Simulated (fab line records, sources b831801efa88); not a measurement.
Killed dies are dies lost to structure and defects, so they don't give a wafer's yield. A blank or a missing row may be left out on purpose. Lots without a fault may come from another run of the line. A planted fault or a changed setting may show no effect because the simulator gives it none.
Chamber matching | flow gf180mcu | GF_SAB_ETCH_11 on rie_diel-02: 4 sister chambers
The step etches SiO2 in C4F8/O2/Ar, target depth 55 nm, time 8.5 s. 8 wafers are shown with their chamber, then 7 later ones without.

WAFERS WITH THEIR CHAMBER
wafer  | chamber | oes_product_au (a.u.)
L906.6 | 0       | 0.993
L907.3 | 0       | 0.990
L910.6 | 2       | 1.018
L911.1 | 1       | 0.992
L911.3 | 3       | 0.993
L911.5 | 3       | 1.001
L912.1 | 2       | 1.011
L912.4 | 1       | 0.990

WAFERS WITHOUT THEIR CHAMBER
wafer  | oes_product_au (a.u.)
L912.5 | 0.970
L916.1 | 0.996
L916.2 | 0.987
L916.5 | 0.989
L922.1 | 0.992
L922.3 | 0.989
L922.4 | 0.992

WHICH CHAMBER EACH WENT THROUGH
wafer  | from the rows above          | in truth
L912.5 | can't be placed: 1 or 0 or 3 | 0
L916.1 | can't be placed: 3 or 0 or 1 | 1
L916.2 | can't be placed: 1 or 0 or 3 | 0
L916.5 | can't be placed: 1 or 0 or 3 | 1
L922.1 | can't be placed: 0 or 1 or 3 | 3
L922.3 | can't be placed: 1 or 0 or 3 | 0
L922.4 | can't be placed: 0 or 1 or 3 | 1
Placed correctly: 0 of 7. Can't be placed from these rows: 7 (the true chamber is among the candidates in 7). Placed wrongly: 0.
How it was worked out, from the rows above alone: a wafer's distance from a chamber is the root of the sum, over the readings, of the square of ((its reading less the chamber's mean) divided by the reading's scatter). The wafer belongs to the nearest chamber; if the next one is less than 2 further off, it can't be placed. A chamber's mean is the mean of its shown wafers. The scatter: the root of (the sum of the squares of (reading less its chamber's mean) over the shown wafers, divided by (wafers less chambers)).
